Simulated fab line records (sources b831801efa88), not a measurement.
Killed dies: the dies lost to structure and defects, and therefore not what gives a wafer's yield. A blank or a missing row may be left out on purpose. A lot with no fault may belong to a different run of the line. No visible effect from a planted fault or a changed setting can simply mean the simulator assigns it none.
fab line records	flow sky130
[record] lots = 13	wafers = 39	last-day = 50
route steps=708 shown LDD_P@264 VIA2@528 CAPM@537
lots that met no fault: from a run of the same line without faults
start-h: start of the lot's first displayed wafer, in hours after the record's first day	wait-h: hours elapsed since this lot's preceding step	" unchanged from the row above	L1.1+2: one row covering several wafers at once	- either no value or no given start	* or withheld: withheld	< > ~ a bound
route shown NAME@n: names a module that has steps shown in the file, with the first one's number in the route	usual: the fault-free wafers' mean and standard deviation	same: alike in all rows	chamber/n: place in a boat	sites: readings site by site	_std_site: how widely they spread, as a standard deviation	_edge_site: inner sites' mean taken away from outer sites' mean	radius-mm: how far each site lies from the wafer's centre	mask NAME#n: copy n	behind: the last tool/chamber to shape the wafer	hold: why the lot went on hold/how many hours it stayed there/how the hold came to an end	device: names the non-switching transistor (n, p or np)	end of line: the tests these same wafers got at the end of their route	a step without rows: its recipe alone	killed: dies that structure and defects cost at the first sort, which is not the same as the wafer's yield	map: dies across one wafer; x = killed, . = not, _ = none there
set.NAME: the setting that was run; set.NAME@STEP: the one run at that earlier step	model.NAME: the simulator's own value behind a step, which no gauge read
route steps across a sampled set of lots; one table per step, one row per wafer
services: a tool's chamber out of use, with start hour (start-h, from the record's first day; less than 0 if before it), hours out, and reason
[[steps]]
[step SKY_LDD_P_IMPLANT_09]
[recipe] species = BF2	energy-kev = 25	dose-cm2 = 1e+13	tilt-deg = withheld
[usual] beam-on-s = 9.98/0.19
lot.wafer	tool	chamber	start-h	wait-h	beam-on-s
L258.1	implanter-02	0	449.76	0.0	9.92
L258.5	"	0	"	"	10.02
L258.6	"	0	"	"	9.98
L259.1	implanter-04	0	455.31	0.0	10.17
L259.2	"	0	"	"	9.85
L259.5	"	0	"	"	9.84
L260.3	implanter-04	0	469.96	0.1	9.68
L260.5	"	0	"	"	10.27
L260.6	"	0	"	"	10.12
L261.1	implanter-04	0	484.96	0.0	9.94
L261.3	"	0	"	"	9.85
L261.4	"	0	"	"	9.76
L263.2	implanter-04	0	502.08	0.0	9.80
L263.4	"	0	"	"	9.85
L263.5	"	0	"	"	9.77
L262.2	implanter-04	0	503.63	0.0	10.03
L262.3	"	0	"	"	10.06
L262.4	"	0	"	"	10.01
L272.1	implanter-04	0	570.31	0.0	9.87
L272.2	"	0	"	"	10.15
L272.5	"	0	"	"	9.63
L274.3	implanter-04	0	610.45	0.1	10.19
L274.4	"	0	"	"	10.03
L274.5	"	0	"	"	9.95
L275.1	implanter-03	0	611.81	0.0	9.93
L275.4	"	0	"	"	9.82
L275.5	"	0	"	"	9.89
L276.3	implanter-02	0	616.36	0.1	10.17
L276.4	"	0	"	"	10.35
L276.6	"	0	"	"	10.10
L277.1	implanter-04	0	620.70	0.0	10.11
L277.2	"	0	"	"	9.90
L277.3	"	0	"	"	9.53
L278.2	implanter-03	0	627.26	0.0	9.89
L278.3	"	0	"	"	9.94
L278.4	"	0	"	"	9.92
L279.2	implanter-03	0	631.78	0.0	9.44
L279.5	"	0	"	"	9.69
L279.6	"	0	"	"	10.02
[step SKY_LDD_P_TW_MEAS_11]
[usual] LDD_P_TW = 636.2/2.6
lot.wafer	tool	chamber	start-h	wait-h	LDD_P_TW
L258.1	film-metro-01	-	450.01	0.1	639.7
L258.5	"	-	"	"	643.0
L258.6	"	-	"	"	638.5
L259.1	film-metro-04	-	455.56	0.1	633.6
L259.2	"	-	"	"	636.3
L259.5	"	-	"	"	636.4
L260.3	film-metro-04	-	470.18	0.1	638.0
L260.5	"	-	"	"	639.1
L260.6	"	-	"	"	639.2
L261.1	film-metro-02	-	485.21	0.1	625.9
L261.3	"	-	"	"	622.3
L261.4	"	-	"	"	626.9
L263.2	film-metro-01	-	502.32	0.1	626.9
L263.4	"	-	"	"	627.3
L263.5	"	-	"	"	632.6
L262.2	film-metro-02	-	503.87	0.1	626.2
L262.3	"	-	"	"	625.2
L262.4	"	-	"	"	624.7
L272.1	film-metro-02	-	570.56	0.1	634.8
L272.2	"	-	"	"	635.6
L272.5	"	-	"	"	633.8
L274.3	film-metro-01	-	610.67	0.1	640.3
L274.4	"	-	"	"	640.2
L274.5	"	-	"	"	637.8
L275.1	film-metro-04	-	612.06	0.1	636.0
L275.4	"	-	"	"	636.6
L275.5	"	-	"	"	633.0
L276.3	film-metro-01	-	616.58	0.1	635.1
L276.4	"	-	"	"	636.2
L276.6	"	-	"	"	636.7
L277.1	film-metro-04	-	620.95	0.1	635.0
L277.2	"	-	"	"	634.4
L277.3	"	-	"	"	636.6
L278.2	film-metro-01	-	627.50	0.1	642.9
L278.3	"	-	"	"	639.4
L278.4	"	-	"	"	643.3
L279.2	film-metro-01	-	632.02	0.1	639.7
L279.5	"	-	"	"	638.2
L279.6	"	-	"	"	637.8
[step SKY_VIA2_CVD_21]
[recipe] material = W	target-thk-nm = 420	time-s = 126.4	temp-c = 400	pressure-torr = 40
[usual] heater-power-w = 827/87
lot.wafer	tool	chamber	start-h	wait-h	heater-power-w
L258.1	cvd-w-01	0	861.64	0.0	963
L258.5	"	0	"	"	931
L258.6	"	0	"	"	939
L259.1	cvd-w-02	1	864.45	0.0	814
L259.2	"	0	"	"	850
L259.5	"	0	"	"	866
L260.3	cvd-w-02	0	881.35	0.1	855
L260.5	"	1	"	"	820
L260.6	"	0	"	"	876
L261.1	cvd-w-02	0	895.32	0.0	869
L261.3	"	0	"	"	868
L261.4	"	1	"	"	801
L263.2	cvd-w-01	0	904.77	0.0	929
L263.4	"	1	"	"	702
L263.5	"	0	"	"	960
L262.2	cvd-w-01	1	906.53	0.0	710
L262.3	"	0	"	"	912
L262.4	"	1	"	"	688
L272.1	cvd-w-02	1	961.51	0.0	836
L272.2	"	0	"	"	778
L272.5	"	1	"	"	848
L274.3	cvd-w-01	1	993.66	0.1	678
L274.4	"	0	"	"	978
L274.5	"	0	"	"	960
L275.1	cvd-w-02	0	996.51	0.0	763
L275.4	"	0	"	"	781
L275.5	"	0	"	"	763
L276.3	cvd-w-02	0	999.54	0.1	757
L276.4	"	1	"	"	836
L276.6	"	0	"	"	772
L277.1	cvd-w-02	1	1004.77	0.0	842
L277.2	"	0	"	"	787
L277.3	"	0	"	"	777
L278.2	cvd-w-02	1	1010.97	0.0	831
L278.3	"	1	"	"	840
L278.4	"	0	"	"	772
L279.2	cvd-w-01	0	1011.31	0.0	986
L279.5	"	0	"	"	955
L279.6	"	1	"	"	690
[step SKY_VIA2_RS_MEAS_22]
[recipe] thk-meas-gauge = four-point-probe	reads = W_of_VIA2_CVD_21+TiN_of_VIA2_SPUTTER_20
[usual] VIA2_W_RS = 0.2711/0.0022
lot.wafer	tool	chamber	start-h	wait-h	VIA2_W_RS[ohm/sq]
L258.1	film-metro-02	-	861.90	0.2	0.2737
L258.5	"	-	"	"	0.2726
L258.6	"	-	"	"	0.2724
L259.1	film-metro-03	-	864.58	0.1	0.2735
L259.2	"	-	"	"	0.2717
L259.5	"	-	"	"	0.2731
L260.3	film-metro-03	-	881.47	0.1	0.2677
L260.5	"	-	"	"	0.2687
L260.6	"	-	"	"	0.2675
L261.1	film-metro-03	-	895.45	0.1	0.2727
L261.3	"	-	"	"	0.2709
L261.4	"	-	"	"	0.2718
L263.2	film-metro-02	-	904.92	0.1	0.2712
L263.4	"	-	"	"	0.2733
L263.5	"	-	"	"	0.2673
L262.2	film-metro-02	-	906.68	0.1	0.2752
L262.3	"	-	"	"	0.2732
L262.4	"	-	"	"	0.2724
L272.1	film-metro-02	-	961.64	0.1	0.2683
L272.2	"	-	"	"	0.2689
L272.5	"	-	"	"	0.2726
L274.3	film-metro-04	-	993.78	0.1	0.2728
L274.4	"	-	"	"	0.2708
L274.5	"	-	"	"	0.2711
L275.1	film-metro-04	-	996.64	0.1	0.2714
L275.4	"	-	"	"	0.2696
L275.5	"	-	"	"	0.2683
L276.3	film-metro-03	-	999.67	0.1	0.2677
L276.4	"	-	"	"	0.2682
L276.6	"	-	"	"	0.2689
L277.1	film-metro-02	-	1004.90	0.1	0.2709
L277.2	"	-	"	"	0.2685
L277.3	"	-	"	"	0.2714
L278.2	film-metro-02	-	1011.12	0.1	0.2715
L278.3	"	-	"	"	0.2723
L278.4	"	-	"	"	0.2712
L279.2	film-metro-04	-	1011.46	0.1	0.2691
L279.5	"	-	"	"	0.2699
L279.6	"	-	"	"	0.2694
[step SKY_CAPM_CVD_00]
[recipe] material = SiO2	target-thk-nm = 15.5	temp-c = 400	time-s = withheld	rf-w = 450
[usual] heater-power-w = 711/86
lot.wafer	tool	chamber	start-h	wait-h	heater-power-w
L258.1	pecvd-04	2	862.53	0.0	669
L258.5	"	2	"	"	685
L258.6	"	1	"	"	861
L259.1	pecvd-04	2	865.21	0.0	738
L259.2	"	1	"	"	749
L259.5	"	1	"	"	751
L260.3	pecvd-04	2	882.07	0.0	652
L260.5	"	1	"	"	793
L260.6	"	0	"	"	676
L261.1	pecvd-01	0	896.08	0.0	669
L261.3	"	2	"	"	855
L261.4	"	2	"	"	871
L263.2	pecvd-03	2	905.53	0.0	761
L263.4	"	2	"	"	752
L263.5	"	0	"	"	716
L262.2	pecvd-04	0	907.30	0.0	624
L262.3	"	2	"	"	721
L262.4	"	1	"	"	756
L272.1	pecvd-04	2	962.27	0.0	688
L272.2	"	0	"	"	654
L272.5	"	0	"	"	638
L274.3	pecvd-03	0	994.38	0.0	772
L274.4	"	2	"	"	646
L274.5	"	1	"	"	615
L275.1	pecvd-01	1	997.28	0.0	704
L275.4	"	2	"	"	770
L275.5	"	1	"	"	707
L276.3	pecvd-04	2	1000.26	0.0	678
L276.4	"	2	"	"	644
L276.6	"	0	"	"	588
L277.1	pecvd-01	0	1005.75	0.0	739
L277.2	"	1	"	"	677
L277.3	"	1	"	"	683
L278.2	pecvd-03	1	1011.73	0.0	663
L278.3	"	2	"	"	760
L278.4	"	0	"	"	765
L279.2	pecvd-01	2	1012.11	0.0	912
L279.5	"	0	"	"	714
L279.6	"	1	"	"	673
[[services]]
tool	chamber	start-h	hours	kind
pecvd-04	-	437.58	4.3	pm
cvd-w-01	-	466.44	2.8	pm
cvd-w-02	0	525.08	10.5	repair
pecvd-04	1	549.64	9.2	repair
implanter-04	-	552.04	3.9	repair
cvd-w-02	-	584.07	9.0	repair
cvd-w-02	-	593.10	4.3	pm
implanter-04	-	603.66	3.4	pm
cvd-w-02	-	696.07	0.6	repair
implanter-04	-	724.98	8.3	repair
implanter-04	-	726.34	3.1	repair
cvd-w-02	1	739.96	4.7	repair
cvd-w-01	-	745.03	0.8	repair
cvd-w-01	0	788.48	3.7	repair
cvd-w-01	-	818.05	8.5	repair
cvd-w-02	-	847.89	2.8	pm
cvd-w-01	1	858.55	10.5	repair
cvd-w-01	-	863.72	14.6	pm
cvd-w-02	-	904.00	14.0	pm
pecvd-04	-	991.93	2.8	pm
cvd-w-02	-	996.80	0.5	repair
pecvd-04	-	997.82	1.7	repair
implanter-04	-	1003.24	2.8	repair
implanter-04	-	1007.48	4.3	repair
[[key]]
[first-sign] step = SKY_LDD_P_TW_MEAS_11	reading = LDD_P_TW	direction = down	sigmas = 3.8	usual = 636.2	struck = 626.4
effect none on later readings
met-at SKY_LDD_P_IMPLANT_09
struck-lots L261,L262,L263
tester-left-out L261,L262,L263
not-acting-at SKY_VIA2_CVD_21,SKY_VIA2_RS_MEAS_22,SKY_CAPM_CVD_00
onset-between 469.96 484.96
[fault] kind = process-parameter-drift	tool = implanter-04	chamber = -	onset-h = 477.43	steps = SKY_LDD_P_IMPLANT_09	channel = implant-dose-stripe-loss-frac	offset = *	shape = step	end-h = 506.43
// tester-left-out: of these lots the tester's yield and bins aren't shown, on N5 and GAA mostly nor the transistor test; their killed dies are dies lost to structure and defects alone, not to doping, threshold or leakage, so they don't give the yield
